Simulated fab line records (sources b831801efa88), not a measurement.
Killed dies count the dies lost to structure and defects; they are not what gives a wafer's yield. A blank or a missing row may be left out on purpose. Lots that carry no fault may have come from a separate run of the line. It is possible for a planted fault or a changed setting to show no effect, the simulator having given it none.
What tool caused it?	flow sky130	at 1 step of a route of 708, 6 lots with 18 wafers sampled

WHAT THE GAUGES SHOWED, per wafer
SKY_CAP2M_THK_MEAS_04: measures by xrf.
lot	measured	on	CAP2M_TIN_THK (nm)
L762	day 40 19:27	filmMetro-02	203.5 202.7 204.5
L765	day 41 23:24	filmMetro-03	204.0 203.0 201.4
L767	day 42 04:26	filmMetro-01	199.3 201.3 203.8
L771	day 43 08:08	filmMetro-03	198.0 199.2 199.5
L772	day 43 18:25	filmMetro-02	199.8 199.1 199.7
L776	day 44 23:53	filmMetro-03	202.4 200.8 201.6

WHAT TOOL EACH LOT RAN ON (gives the tool, then ch and the chambers of the sampled wafers, and finally the start)
The record holds no process step before these readings.

THE ANSWER, worked out from the rows above alone
Rule: usual is defined by the lots themselves. The widest of any qualifying gaps counts: lots, ordered by their means at a reading, are off when they make up no more than a third of the lots, leave a main group of 4 or more, and stand apart from it by 3 or more times the standard deviation of that group's means. A main group is skipped when, at the precision printed for the reading in the tables above, its means are all equal. A lot without any number at a reading at which 4 lots or more have one is off too. Where the step has rows for the other lots, those lots are counted as sound.
No lot is off on any of the readings shown, so nothing can be concluded from this.

WHAT THE SIMULATOR HAD PUT IN
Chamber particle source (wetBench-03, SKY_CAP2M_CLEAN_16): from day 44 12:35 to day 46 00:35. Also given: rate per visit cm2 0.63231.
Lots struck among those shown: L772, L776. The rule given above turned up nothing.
